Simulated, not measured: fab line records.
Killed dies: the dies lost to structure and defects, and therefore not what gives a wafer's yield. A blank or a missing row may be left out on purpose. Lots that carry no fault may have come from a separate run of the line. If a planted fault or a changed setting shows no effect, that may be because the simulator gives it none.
Which tool was responsible? / flow sky130 / 36 wafers from 12 lots sampled at 2 of the route's 708 steps

WHAT THE GAUGES READ, wafer by wafer
SKY_VT_ADJUST_PCH_OVL_MEAS_07. Usual: VT_ADJUST_PCH_OVL gives -0.3 nm (standard deviation 1.4).
lot=L136; measured=day 10 19:44; on=overlay-02; VT_ADJUST_PCH_OVL (nm)=-0.9 -0.2 -0.2; flag=
lot=L137; measured=day 10 20:26; on=overlay-01; VT_ADJUST_PCH_OVL (nm)=1.5 1.1 0.7; flag=
lot=L138; measured=day 11 01:46; on=overlay-02; VT_ADJUST_PCH_OVL (nm)=1.5 -0.8 0.2; flag=
lot=L139; measured=day 11 06:43; on=overlay-01; VT_ADJUST_PCH_OVL (nm)=-0.1 -1.8 -0.3; flag=
lot=L140; measured=day 11 13:01; on=overlay-01; VT_ADJUST_PCH_OVL (nm)=-0.4 -1.2 0.5; flag=
lot=L141; measured=day 12 04:26; on=overlay-02; VT_ADJUST_PCH_OVL (nm)=-1.9 0.0 -1.4; flag=
lot=L142; measured=day 12 13:38; on=overlay-02; VT_ADJUST_PCH_OVL (nm)=-2.5 -2.4 -1.8; flag=
lot=L151; measured=day 15 04:13; on=overlay-01; VT_ADJUST_PCH_OVL (nm)=-0.4 1.1 -1.1; flag=
lot=L153; measured=day 15 14:20; on=overlay-01; VT_ADJUST_PCH_OVL (nm)=-1.6 1.5 0.5; flag=
lot=L155; measured=day 16 06:55; on=overlay-02; VT_ADJUST_PCH_OVL (nm)=-1.7 0.4 1.4; flag=
lot=L157; measured=day 16 20:09; on=overlay-01; VT_ADJUST_PCH_OVL (nm)=3.2 2.5 3.9; flag=
lot=L158; measured=day 17 04:34; on=overlay-01; VT_ADJUST_PCH_OVL (nm)=-2.5 -0.8 -1.7; flag=

SKY_SONOS_ONO_OVL_MEAS_14. Usual: SONOS_ONO_OVL gives -0.9 nm (standard deviation 1.1).
lot=L136; measured=day 12 23:50; on=overlay-01; SONOS_ONO_OVL (nm)=-2.1 -2.3 -0.1; flag=
lot=L137; measured=day 13 03:12; on=overlay-01; SONOS_ONO_OVL (nm)=0.8 1.2 0.3; flag=
lot=L138; measured=day 13 09:11; on=overlay-01; SONOS_ONO_OVL (nm)=-1.4 -0.9 -1.8; flag=
lot=L139; measured=day 13 13:20; on=overlay-01; SONOS_ONO_OVL (nm)=-2.2 -2.8 -2.2; flag=
lot=L140; measured=day 13 18:28; on=overlay-01; SONOS_ONO_OVL (nm)=0.2 -0.1 -0.2; flag=
lot=L141; measured=day 14 17:17; on=overlay-01; SONOS_ONO_OVL (nm)=-0.4 -1.0 -0.5; flag=
lot=L142; measured=day 15 03:39; on=overlay-02; SONOS_ONO_OVL (nm)=-1.4 -1.6 -1.6; flag=
lot=L151; measured=day 17 22:38; on=overlay-01; SONOS_ONO_OVL (nm)=-2.5 -2.5 -1.4; flag=
lot=L153; measured=day 18 06:01; on=overlay-01; SONOS_ONO_OVL (nm)=0.6 1.3 1.1; flag=
lot=L155; measured=day 18 23:17; on=overlay-01; SONOS_ONO_OVL (nm)=-0.3 1.0 -0.3; flag=
lot=L157; measured=day 19 12:02; on=overlay-02; SONOS_ONO_OVL (nm)=-2.0 -1.7 -2.1; flag=
lot=L158; measured=day 19 21:35; on=overlay-01; SONOS_ONO_OVL (nm)=0.6 -0.7 -1.7; flag=

WHICH TOOL RAN EACH LOT (tool, then ch and the chambers of the sampled wafers, then the start)
The record holds no process step before these readings.

WHAT THE TOOLS THEMSELVES READ (means of the sampled wafers that have a number; where no wafer has one, the mark that the record gives instead)
The record holds no such reading with a usual standard deviation.

THE ANSWER, worked out from the rows above alone
Rule: a lot counts as off when the mean over its wafers that have a number is more than 3 standard deviations away from the usual mean. Also off: a lot with no number at a reading for which 4 or more lots have one. The other lots that the step has rows for count as sound. The gauges are gone through in route order, then the tools' own readings, and for those a lot's mean is taken as printed above. At the first step where some lot is off, the reading lying furthest off is the one used; lots without a number count as furthest.
None of the lots is off at any reading shown; this tells nothing.

WHAT HAD BEEN PUT IN BY THE SIMULATOR
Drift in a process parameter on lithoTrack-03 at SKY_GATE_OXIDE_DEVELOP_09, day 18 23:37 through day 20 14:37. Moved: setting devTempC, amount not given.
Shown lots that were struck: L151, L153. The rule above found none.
